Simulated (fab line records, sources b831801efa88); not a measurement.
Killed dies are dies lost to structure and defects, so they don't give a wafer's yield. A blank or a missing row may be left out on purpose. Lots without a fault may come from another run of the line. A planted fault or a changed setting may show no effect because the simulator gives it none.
fab line records | flow gf180mcu
record lots=24 wafers=72 last_day=34
route steps=602 shown V1@351 V2@403 M3@409 V3@434 PASSIVATION@589
lots that met no fault: from a run of the same line without faults
start_h: hours from the record's first day to the start of the lot's first wafer shown | wait_h: hours since the lot's step before | " the same as in the row above | L1.1+2: a row that stands for several wafers | - no value, or no start given | * or withheld: withheld | < > ~ a bound
route shown NAME@n: a module of which the file shows steps, and the number in the route of the first | usual: mean/standard deviation of fault-free wafers | same: alike in all rows | chamber/n: place in a boat | sites: the reading at each site | _std_site: their standard deviation | _edge_site: outer sites' mean less inner sites' | radius_mm: how far each site lies from the wafer's centre | mask NAME#n: copy n | behind: the tool/chamber that last shaped the wafer | hold: why the lot was held/for how many hours/how that ended | device: the transistor (n, p or np) that didn't switch | end of line: the same wafers' tests at the end of the route | a step without rows: its recipe alone | killed: dies lost to structure and defects at the first sort, not the wafer's yield | map: a wafer's dies, x killed, . not, _ none there
set.NAME: the setting as run; set.NAME@STEP: as run at that earlier step | model.NAME: the simulator's own value behind a step, which no gauge read
steps of the route over a sample of lots; a table a step, a row a wafer
services: from which hour (start_h, from the record's first day; less than 0 if before it) a tool's chamber was out of use, for how many hours, and why
## steps
# step GF_V1_ETCH_16
# recipe chemistry=N2/H2 target_depth_a=withheld overetch_a=withheld time_s=withheld target=BARC ion_energy_ev=200 source_w=500 bias_w=100 pressure_mtorr=30 n2_flow_sccm=100 h2_flow_sccm=200
# usual bias_w=100.02/0.28 drypump_motor_current_A=5.62/0.27 h2_flow_sccm=200.0/0.55 oes_product_au=0.856/0.0046 throttle_valve_pct=13.225/0.0082
# columns lot.wafer tool chamber start_h wait_h bias_w drypump_motor_current_A h2_flow_sccm oes_product_au throttle_valve_pct
L074.2 rie_diel-03 2 411.74 0.0 99.93 5.73 200.4 0.853 13.225
L074.3 " 0 " " 99.99 5.92 200.4 0.861 13.236
L074.5 " 2 " " 99.87 5.72 200.5 0.860 13.225
L075.2 rie_diel-02 3 422.69 0.0 99.59 5.53 200.3 0.855 13.242
L075.3 " 2 " " 100.13 5.20 199.7 0.855 13.232
L075.6 " 3 " " 99.78 5.52 199.4 0.852 13.235
L076.1 rie_diel-01 1 431.01 0.0 100.32 5.33 201.0 0.850 13.228
L076.3 " 2 " " 99.76 5.54 200.9 0.853 13.223
L076.5 " 0 " " 99.97 5.71 200.6 0.860 13.216
L078.1 rie_diel-02 2 447.16 0.0 99.74 5.21 200.3 0.856 13.222
L078.3 " 3 " " 100.21 5.51 199.9 0.853 13.241
L078.6 " 0 " " 100.20 5.92 199.7 0.855 13.224
L077.1 rie_diel-01 0 449.81 0.0 100.30 5.72 199.9 0.857 13.230
L077.2 " 2 " " 99.78 5.59 200.6 0.858 13.224
L077.6 " 1 " " 99.96 5.34 199.5 0.853 13.227
L079.3 rie_diel-02 2 452.16 0.0 99.89 5.22 200.2 0.856 13.207
L079.4 " 0 " " 99.92 5.87 199.8 0.849 13.221
L079.6 " 2 " " 99.87 5.20 200.3 0.848 13.230
L080.1 rie_diel-03 0 466.83 0.0 100.22 5.90 200.3 0.859 13.218
L080.2 " 2 " " 100.24 5.69 199.9 0.869 13.228
L080.6 " 3 " " 99.10 5.89 199.4 0.858 13.231
L081.1 rie_diel-03 0 474.08 0.0 99.63 5.91 200.5 0.853 13.238
L081.3 " 3 " " 100.16 5.89 199.5 0.854 13.223
L081.4 " 1 " " 99.83 5.45 199.8 0.857 13.226
L082.2 rie_diel-03 3 487.06 0.0 100.19 5.86 200.2 0.853 13.227
L082.4 " 2 " " 99.90 5.76 200.4 0.853 13.229
L082.6 " 0 " " 99.91 5.88 199.5 0.845 13.217
L083.3 rie_diel-01 2 494.09 0.0 99.68 5.55 200.2 0.859 13.219
L083.5 " 1 " " 100.54 5.32 200.6 0.850 13.234
L083.6 " 0 " " 100.19 5.72 199.8 0.857 13.234
L084.1 rie_diel-02 3 501.33 0.0 100.16 5.52 200.1 0.858 13.219
L084.2 " 2 " " 100.01 5.21 199.5 0.859 13.232
L084.6 " 3 " " 99.90 5.52 199.7 0.865 13.221
L085.3 rie_diel-02 1 515.84 0.0 100.20 6.18 200.1 0.860 13.228
L085.5 " 3 " " 99.73 5.52 199.1 0.862 13.214
L085.6 " 0 " " 100.17 5.83 200.7 0.855 13.220
L086.2 rie_diel-01 1 522.59 0.0 99.60 5.34 199.7 0.853 13.217
L086.5 " 0 " " 100.07 5.75 200.1 0.864 13.228
L086.6 " 3 " " 99.50 5.34 201.0 0.868 13.243
L087.1 rie_diel-01 1 538.73 0.0 99.71 5.35 200.0 0.864 13.211
L087.4 " 0 " " 100.22 5.70 199.5 0.859 13.214
L087.6 " 1 " " 99.30 5.31 200.3 0.857 13.227
L088.2 rie_diel-03 2 539.49 0.0 99.63 5.74 200.9 0.857 13.221
L088.4 " 0 " " 99.94 5.89 199.0 0.856 13.228
L088.5 " 2 " " 100.34 5.72 200.8 0.853 13.230
L089.1 rie_diel-03 1 546.43 0.0 100.27 5.44 200.2 0.852 13.231
L089.2 " 2 " " 100.26 5.73 200.9 0.855 13.230
L089.4 " 0 " " 99.90 5.89 200.2 0.856 13.232
L090.3 rie_diel-02 1 552.64 0.0 99.71 6.09 199.5 0.854 13.222
L090.4 " 3 " " 100.32 5.51 200.1 0.854 13.224
L090.6 " 2 " " 100.57 5.22 200.3 0.849 13.230
L091.1 rie_diel-01 2 559.99 0.0 100.19 5.56 199.3 0.856 13.219
L091.2 " 1 " " 99.96 5.33 200.1 0.861 13.211
L091.3 " 3 " " 99.99 5.34 199.4 0.862 13.235
L092.2 rie_diel-02 3 566.49 0.0 99.50 5.51 199.8 0.848 13.217
L092.4 " 1 " " 99.95 6.10 198.8 0.860 13.231
L092.6 " 1 " " 99.60 6.14 199.8 0.854 13.230
L093.2 rie_diel-01 3 572.14 0.0 100.08 5.37 200.6 0.854 13.215
L093.5 " 0 " " 100.25 5.77 200.2 0.858 13.205
L093.6 " 1 " " 100.42 5.36 199.5 0.858 13.228
L094.1 rie_diel-02 2 582.58 0.0 99.67 5.15 200.4 0.861 13.223
L094.5 " 2 " " 100.05 5.17 200.5 0.856 13.233
L094.6 " 3 " " 99.92 5.51 200.3 0.844 13.221
L095.1 rie_diel-01 1 591.18 0.0 100.28 5.34 199.5 0.869 13.214
L095.2 " 3 " " 100.12 5.38 199.8 0.858 13.235
L095.4 " 2 " " 99.88 5.56 200.1 0.853 13.220
L096.1 rie_diel-02 2 599.70 0.0 100.09 5.19 199.1 0.854 13.223
L096.3 " 0 " " 100.65 5.90 199.7 0.855 13.231
L096.6 " 2 " " 99.86 5.21 199.6 0.861 13.231
L097.2 rie_diel-02 1 608.10 0.0 100.18 6.12 199.4 0.846 13.234
L097.3 " 2 " " 99.24 5.21 199.8 0.851 13.229
L097.4 " 0 " " 100.03 5.87 200.7 0.854 13.223
# step GF_V2_SPUTTER_21
# recipe material=Ti target_thk_nm=15 chamber_pressure_pa=5 power_w=2500 substrate_temp_c=200 time_s=80.02
# usual chamber_pressure_pa=5.001/0.0099 throttle_valve_pct=30.3/1.1
# columns lot.wafer tool chamber start_h wait_h chamber_pressure_pa throttle_valve_pct
L074.2 pvd_sputter-03 - 463.68 0.0 4.992 30.5
L074.3 " - " " 4.998 31.2
L074.5 " - " " 5.000 28.5
L075.2 pvd_sputter-03 - 475.02 0.0 4.985 31.1
L075.3 " - " " 4.999 28.3
L075.6 " - " " 4.991 31.1
L076.1 pvd_sputter-03 - 483.77 0.0 5.005 31.4
L076.3 " - " " 4.993 30.4
L076.5 " - " " 4.996 28.4
L078.1 pvd_sputter-04 - 499.17 0.0 4.985 28.7
L078.3 " - " " 5.000 30.2
L078.6 " - " " 5.004 28.7
L077.1 pvd_sputter-03 - 501.53 0.0 5.000 30.6
L077.2 " - " " 4.994 31.2
L077.6 " - " " 4.993 28.6
L079.3 pvd_sputter-01 - 502.57 0.0 4.996 31.6
L079.4 " - " " 4.992 30.4
L079.6 " - " " 5.016 30.6
L080.1 pvd_sputter-01 - 518.48 0.0 5.012 30.8
L080.2 " - " " 5.014 30.9
L080.6 " - " " 5.000 30.3
L081.1 pvd_sputter-03 - 524.71 0.0 5.017 30.6
L081.3 " - " " 4.989 29.6
L081.4 " - " " 5.011 28.2
L082.2 pvd_sputter-04 - 537.34 0.0 5.016 31.7
L082.4 " - " " 4.994 28.6
L082.6 " - " " 5.003 31.7
L083.3 pvd_sputter-03 - 544.37 0.0 5.009 28.6
L083.5 " - " " 4.978 31.1
L083.6 " - " " 5.008 28.5
L084.1 pvd_sputter-03 - 550.60 0.0 5.001 30.7
L084.2 " - " " 4.997 31.1
L084.6 " - " " 4.986 28.5
L085.3 pvd_sputter-01 - 564.54 0.0 4.997 31.0
L085.5 " - " " 5.004 30.6
L085.6 " - " " 4.995 30.6
L086.2 pvd_sputter-03 - 571.52 0.0 4.985 30.6
L086.5 " - " " 5.001 31.3
L086.6 " - " " 4.989 30.5
L087.1 pvd_sputter-03 - 586.01 0.0 5.001 28.7
L087.4 " - " " 5.007 30.8
L087.6 " - " " 4.999 30.8
L088.2 pvd_sputter-04 - 588.07 0.0 5.021 31.4
L088.4 " - " " 4.980 30.1
L088.5 " - " " 5.014 31.5
L089.1 pvd_sputter-03 - 593.18 0.0 4.996 30.6
L089.2 " - " " 4.994 29.7
L089.4 " - " " 4.994 31.1
L090.3 pvd_sputter-03 - 598.93 0.0 5.002 28.6
L090.4 " - " " 5.006 31.4
L090.6 " - " " 4.995 29.5
L091.1 pvd_sputter-03 - 605.70 0.0 4.970 28.8
L091.2 " - " " 4.993 29.8
L091.3 " - " " 4.988 31.2
L092.2 pvd_sputter-01 - 612.52 0.0 4.994 31.4
L092.4 " - " " 5.006 30.6
L092.6 " - " " 5.019 30.0
L093.2 pvd_sputter-04 - 618.20 0.0 5.004 30.3
L093.5 " - " " 4.995 28.8
L093.6 " - " " 5.006 31.4
L094.1 pvd_sputter-03 - 626.95 0.0 4.985 29.3
L094.5 " - " " 5.006 31.2
L094.6 " - " " 4.991 30.6
L095.1 pvd_sputter-04 - 636.63 0.0 4.993 31.4
L095.2 " - " " 4.997 31.7
L095.4 " - " " 4.998 28.8
L096.1 pvd_sputter-04 - 643.80 0.0 5.018 31.5
L096.3 " - " " 5.009 30.2
L096.6 " - " " 5.004 28.8
L097.2 pvd_sputter-04 - 652.84 0.0 5.006 31.4
L097.3 " - " " 5.014 28.9
L097.4 " - " " 4.999 29.9
# step GF_M3_SPUTTER_00
# recipe material=Ti target_thk_nm=37.5 arriving_ion_energy_ev=80 substrate_temp_c=200 chamber_pressure_pa=2 power_w=4000 time_s=150
# usual chamber_pressure_pa=1.999/0.0039 throttle_valve_pct=30.9/0.97
# columns lot.wafer tool chamber start_h wait_h chamber_pressure_pa throttle_valve_pct
L074.2 pvd_sputter-02 - 464.37 0.1 2.000 31.7
L074.3 " - " " 2.001 31.3
L074.5 " - " " 2.002 31.7
L075.2 pvd_sputter-04 - 475.71 0.2 1.994 31.7
L075.3 " - " " 1.999 28.6
L075.6 " - " " 2.000 30.2
L076.1 pvd_sputter-02 - 484.46 0.1 1.998 31.6
L076.3 " - " " 2.000 31.2
L076.5 " - " " 1.995 31.8
L078.1 pvd_sputter-02 - 499.86 0.1 1.999 31.4
L078.3 " - " " 1.992 31.7
L078.6 " - " " 1.999 31.9
L077.1 pvd_sputter-04 - 502.22 0.1 1.999 28.5
L077.2 " - " " 1.996 30.2
L077.6 " - " " 2.003 31.4
L079.3 pvd_sputter-03 - 503.26 0.2 1.996 30.7
L079.4 " - " " 2.001 29.5
L079.6 " - " " 1.989 29.6
L080.1 pvd_sputter-02 - 519.17 0.2 1.998 31.5
L080.2 " - " " 2.002 30.6
L080.6 " - " " 2.002 30.2
L081.1 pvd_sputter-02 - 525.62 0.1 1.992 31.8
L081.3 " - " " 1.993 30.3
L081.4 " - " " 1.994 31.5
L082.2 pvd_sputter-02 - 538.03 0.1 1.998 31.5
L082.4 " - " " 1.996 31.3
L082.6 " - " " 2.004 31.0
L083.3 pvd_sputter-02 - 545.06 0.1 2.002 31.4
L083.5 " - " " 2.001 31.9
L083.6 " - " " 2.003 31.4
L084.1 pvd_sputter-02 - 551.29 0.1 2.000 30.3
L084.2 " - " " 2.004 31.3
L084.6 " - " " 1.999 30.3
L085.3 pvd_sputter-04 - 565.23 0.2 2.001 28.6
L085.5 " - " " 2.001 28.9
L085.6 " - " " 1.996 31.2
L086.2 pvd_sputter-02 - 572.21 0.1 1.994 30.2
L086.5 " - " " 2.002 31.6
L086.6 " - " " 1.999 31.4
L087.1 pvd_sputter-02 - 586.70 0.2 2.006 30.4
L087.4 " - " " 1.998 31.8
L087.6 " - " " 2.001 31.7
L088.2 pvd_sputter-02 - 588.80 0.1 1.999 31.7
L088.4 " - " " 1.996 31.6
L088.5 " - " " 2.006 31.5
L089.1 pvd_sputter-02 - 593.87 0.2 1.999 31.7
L089.2 " - " " 2.002 30.1
L089.4 " - " " 1.998 31.3
L090.3 pvd_sputter-04 - 599.62 0.2 1.993 31.4
L090.4 " - " " 2.006 28.8
L090.6 " - " " 2.008 31.3
L091.1 pvd_sputter-04 - 606.39 0.1 1.999 31.7
L091.2 " - " " 2.007 31.1
L091.3 " - " " 2.001 30.1
L092.2 pvd_sputter-02 - 613.22 0.1 2.001 31.3
L092.4 " - " " 1.999 31.1
L092.6 " - " " 1.997 31.8
L093.2 pvd_sputter-02 - 618.89 0.1 1.998 31.7
L093.5 " - " " 2.000 31.2
L093.6 " - " " 1.994 32.0
L094.1 pvd_sputter-04 - 627.64 0.2 2.008 31.6
L094.5 " - " " 1.996 31.7
L094.6 " - " " 2.002 28.7
L095.1 pvd_sputter-04 - 637.33 0.1 1.999 30.1
L095.2 " - " " 1.994 31.6
L095.4 " - " " 1.998 28.8
L096.1 pvd_sputter-04 - 644.49 0.1 2.000 30.2
L096.3 " - " " 1.995 31.5
L096.6 " - " " 1.994 28.7
L097.2 pvd_sputter-02 - 653.53 0.2 1.996 31.6
L097.3 " - " " 1.993 30.5
L097.4 " - " " 1.998 31.3
# step GF_M3_SPUTTER_01
# recipe material=TiN target_thk_nm=30 power_w=6500 time_s=25 chamber_pressure_pa=0.4
# usual chamber_pressure_pa=0.3999/0.00095 throttle_valve_pct=31.0/0.95
# columns lot.wafer tool chamber start_h wait_h chamber_pressure_pa throttle_valve_pct
L074.2 pvd_sputter-02 - 464.47 0.1 0.3996 31.7
L074.3 " - " " 0.4001 31.3
L074.5 " - " " 0.3990 31.5
L075.2 pvd_sputter-04 - 475.81 0.1 0.3991 31.7
L075.3 " - " " 0.3995 28.8
L075.6 " - " " 0.4000 29.9
L076.1 pvd_sputter-02 - 484.56 0.1 0.4007 31.9
L076.3 " - " " 0.3997 31.1
L076.5 " - " " 0.3997 31.7
L078.1 pvd_sputter-02 - 499.96 0.1 0.3990 31.1
L078.3 " - " " 0.3990 31.7
L078.6 " - " " 0.4006 31.7
L077.1 pvd_sputter-04 - 502.32 0.1 0.3991 28.7
L077.2 " - " " 0.3999 29.9
L077.6 " - " " 0.3995 31.5
L079.3 pvd_sputter-03 - 503.36 0.1 0.4006 30.9
L079.4 " - " " 0.3997 29.5
L079.6 " - " " 0.4001 29.3
L080.1 pvd_sputter-02 - 519.27 0.1 0.3984 32.0
L080.2 " - " " 0.3998 30.3
L080.6 " - " " 0.4002 30.4
L081.1 pvd_sputter-02 - 525.72 0.1 0.4002 31.6
L081.3 " - " " 0.3984 30.3
L081.4 " - " " 0.3992 31.8
L082.2 pvd_sputter-02 - 538.13 0.1 0.4004 31.1
L082.4 " - " " 0.4009 31.5
L082.6 " - " " 0.4011 31.2
L083.3 pvd_sputter-02 - 545.16 0.1 0.4005 31.2
L083.5 " - " " 0.3997 31.5
L083.6 " - " " 0.4003 31.3
L084.1 pvd_sputter-02 - 551.39 0.1 0.4000 29.9
L084.2 " - " " 0.3999 31.3
L084.6 " - " " 0.3979 30.3
L085.3 pvd_sputter-04 - 565.33 0.1 0.3994 28.9
L085.5 " - " " 0.4000 28.9
L085.6 " - " " 0.4010 31.2
L086.2 pvd_sputter-02 - 572.31 0.1 0.4009 30.3
L086.5 " - " " 0.3993 31.9
L086.6 " - " " 0.4016 31.8
L087.1 pvd_sputter-02 - 586.80 0.1 0.4002 30.3
L087.4 " - " " 0.4019 31.6
L087.6 " - " " 0.4012 31.5
L088.2 pvd_sputter-02 - 588.90 0.1 0.4019 31.8
L088.4 " - " " 0.3996 31.7
L088.5 " - " " 0.4008 31.4
L089.1 pvd_sputter-02 - 593.97 0.1 0.3987 31.6
L089.2 " - " " 0.3999 30.4
L089.4 " - " " 0.3989 31.1
L090.3 pvd_sputter-04 - 599.72 0.1 0.3997 31.3
L090.4 " - " " 0.4003 28.6
L090.6 " - " " 0.4007 31.6
L091.1 pvd_sputter-04 - 606.49 0.1 0.4004 31.5
L091.2 " - " " 0.4003 31.6
L091.3 " - " " 0.4001 30.4
L092.2 pvd_sputter-02 - 613.32 0.1 0.4005 31.5
L092.4 " - " " 0.4012 31.5
L092.6 " - " " 0.3991 31.6
L093.2 pvd_sputter-02 - 618.99 0.1 0.4002 32.0
L093.5 " - " " 0.3987 31.0
L093.6 " - " " 0.3992 32.0
L094.1 pvd_sputter-04 - 627.74 0.1 0.3999 31.5
L094.5 " - " " 0.3999 31.8
L094.6 " - " " 0.4004 28.6
L095.1 pvd_sputter-04 - 637.43 0.1 0.4002 30.3
L095.2 " - " " 0.3999 31.6
L095.4 " - " " 0.3981 28.8
L096.1 pvd_sputter-04 - 644.59 0.1 0.3998 30.1
L096.3 " - " " 0.4009 31.5
L096.6 " - " " 0.4002 28.8
L097.2 pvd_sputter-02 - 653.63 0.1 0.3985 31.8
L097.3 " - " " 0.3988 30.3
L097.4 " - " " 0.4007 31.4
# step GF_V3_BOW_MEAS_05
# recipe mode=bow
# usual V3_BOW=117/7.7
# columns lot.wafer tool chamber start_h wait_h V3_BOW[um]
L074.2 film_metro-03 - 490.10 0.3 113
L074.3 " - " " 112
L074.5 " - " " 116
L075.2 film_metro-04 - 500.54 0.1 114
L075.3 " - " " 116
L075.6 " - " " 115
L076.1 film_metro-01 - 509.57 0.1 122
L076.3 " - " " 109
L076.5 " - " " 118
L078.1 film_metro-04 - 525.32 0.1 118
L078.3 " - " " 121
L078.6 " - " " 115
L077.1 film_metro-04 - 526.63 0.2 116
L077.2 " - " " 112
L077.6 " - " " 120
L079.3 film_metro-04 - 527.90 0.2 129
L079.4 " - " " 133
L079.6 " - " " 105
L080.1 film_metro-03 - 543.74 0.1 112
L080.2 " - " " 101
L080.6 " - " " 119
L081.1 film_metro-03 - 549.98 0.1 108
L081.3 " - " " 115
L081.4 " - " " 117
L082.2 film_metro-04 - 562.16 0.2 111
L082.4 " - " " 124
L082.6 " - " " 120
L083.3 film_metro-04 - 569.10 0.2 130
L083.5 " - " " 128
L083.6 " - " " 137
L084.1 film_metro-01 - 574.97 0.2 113
L084.2 " - " " 103
L084.6 " - " " 117
L085.3 film_metro-01 - 588.73 0.1 118
L085.5 " - " " 109
L085.6 " - " " 120
L086.2 film_metro-01 - 594.81 0.2 109
L086.5 " - " " 117
L086.6 " - " " 121
L087.1 film_metro-01 - 609.24 0.1 111
L087.4 " - " " 121
L087.6 " - " " 96
L088.2 film_metro-01 - 611.99 0.3 114
L088.4 " - " " 111
L088.5 " - " " 101
L089.1 film_metro-04 - 616.28 0.2 113
L089.2 " - " " 115
L089.4 " - " " 116
L090.3 film_metro-03 - 622.65 0.2 125
L090.4 " - " " 115
L090.6 " - " " 130
L091.1 film_metro-01 - 628.19 0.1 129
L091.2 " - " " 124
L091.3 " - " " 115
L092.2 film_metro-01 - 635.21 0.1 111
L092.4 " - " " 120
L092.6 " - " " 116
L093.2 film_metro-01 - 640.97 0.3 111
L093.5 " - " " 127
L093.6 " - " " 127
L094.1 film_metro-03 - 649.95 0.2 123
L094.5 " - " " 119
L094.6 " - " " 126
L095.1 film_metro-04 - 658.89 0.1 111
L095.2 " - " " 120
L095.4 " - " " 125
L096.1 film_metro-01 - 665.44 0.2 104
L096.3 " - " " 109
L096.6 " - " " 107
L097.2 film_metro-04 - 673.21 0.3 107
L097.3 " - " " 120
L097.4 " - " " 120
# step GF_PASSIVATION_CVD_02
# recipe material=Si3N4 target_thk_nm=700 time_s=486.18 temp_c=400 rf_w=450
# usual heater_power_w=763/140
# columns lot.wafer tool chamber start_h wait_h heater_power_w
L074.2 pecvd-02 2 649.46 0.0 697
L074.3 " 1 " " 671
L074.5 " 2 " " 717
L075.2 pecvd-01 2 661.00 0.0 710
L075.3 " 1 " " 680
L075.6 " 0 " " 809
L076.1 pecvd-03 0 666.68 0.1 822
L076.3 " 1 " " 926
L076.5 " 1 " " 795
L078.1 pecvd-03 1 679.81 0.1 793
L078.3 " 2 " " 965
L078.6 " 2 " " 1000
L077.1 pecvd-02 2 683.33 0.1 719
L077.2 " 0 " " 669
L077.6 " 1 " " 577
L079.3 pecvd-03 2 683.60 0.0 1029
L079.4 " 0 " " 854
L079.6 " 2 " " 1074
L080.1 pecvd-03 0 696.48 0.1 791
L080.2 " 2 " " 1008
L080.6 " 0 " " 827
L081.1 pecvd-03 0 701.78 0.1 781
L081.3 " 1 " " 836
L081.4 " 2 " " 1077
L082.2 pecvd-02 2 712.94 0.0 643
L082.4 " 2 " " 717
L082.6 " 1 " " 643
L083.3 pecvd-03 2 718.69 0.0 1088
L083.5 " 1 " " 912
L083.6 " 0 " " 730
L084.1 pecvd-01 2 723.23 0.1 597
L084.2 " 0 " " 733
L084.6 " 1 " " 677
L085.3 pecvd-01 2 733.28 0.0 600
L085.5 " 2 " " 643
L085.6 " 1 " " 581
L086.2 pecvd-03 2 739.22 0.0 1104
L086.5 " 0 " " 743
L086.6 " 2 " " 1109
L087.1 pecvd-02 2 751.51 0.1 747
L087.4 " 0 " " 661
L087.6 " 2 " " 761
L088.2 pecvd-03 1 753.71 0.0 835
L088.4 " 1 " " 873
L088.5 " 2 " " 904
L089.1 pecvd-02 2 756.58 0.1 648
L089.2 " 0 " " 672
L089.4 " 2 " " 700
L090.3 pecvd-02 0 760.51 0.0 624
L090.4 " 0 " " 662
L090.6 " 2 " " 747
L091.1 pecvd-03 0 766.50 0.1 861
L091.2 " 2 " " 1123
L091.3 " 0 " " 896
L092.2 pecvd-02 2 777.10 0.0 696
L092.4 " 2 " " 719
L092.6 " 0 " " 621
L093.2 pecvd-01 2 777.95 0.0 629
L093.5 " 2 " " 663
L093.6 " 1 " " 705
L094.1 pecvd-02 1 781.61 0.1 690
L094.5 " 0 " " 554
L094.6 " 2 " " 725
L095.1 pecvd-01 0 791.67 0.1 752
L095.2 " 1 " " 611
L095.4 " 1 " " 667
L096.1 pecvd-02 2 796.77 0.1 661
L096.3 " 0 " " 601
L096.6 " 0 " " 638
L097.2 pecvd-02 0 803.62 0.0 658
L097.3 " 1 " " 697
L097.4 " 2 " " 613
## services
# columns tool chamber start_h hours kind
pecvd-02 - 393.92 1.2 repair
rie_diel-02 1 408.50 33.0 repair
pvd_sputter-04 - 435.68 4.3 repair
pecvd-02 - 453.89 3.9 repair
rie_diel-02 0 459.28 1.5 repair
rie_diel-02 3 459.58 3.6 repair
pvd_sputter-02 - 507.08 2.2 repair
rie_diel-02 0 534.17 7.3 repair
pvd_sputter-04 - 546.64 8.8 repair
pvd_sputter-03 - 566.60 1.1 repair
pvd_sputter-03 - 609.95 7.4 repair
pvd_sputter-03 - 614.79 6.3 repair
pvd_sputter-02 - 649.45 1.7 repair
pvd_sputter-03 - 659.16 2.1 repair
pvd_sputter-02 - 673.94 5.4 repair
pecvd-02 - 679.06 1.1 repair
pvd_sputter-03 - 696.49 2.0 repair
pvd_sputter-04 - 713.63 0.9 repair
rie_diel-02 1 733.79 16.5 repair
pecvd-02 - 737.50 2.8 pm
rie_diel-02 3 739.46 3.0 repair
rie_diel-02 0 759.33 4.1 repair
rie_diel-02 0 768.02 1.3 repair
pvd_sputter-03 - 803.64 9.4 repair
## key
fault none
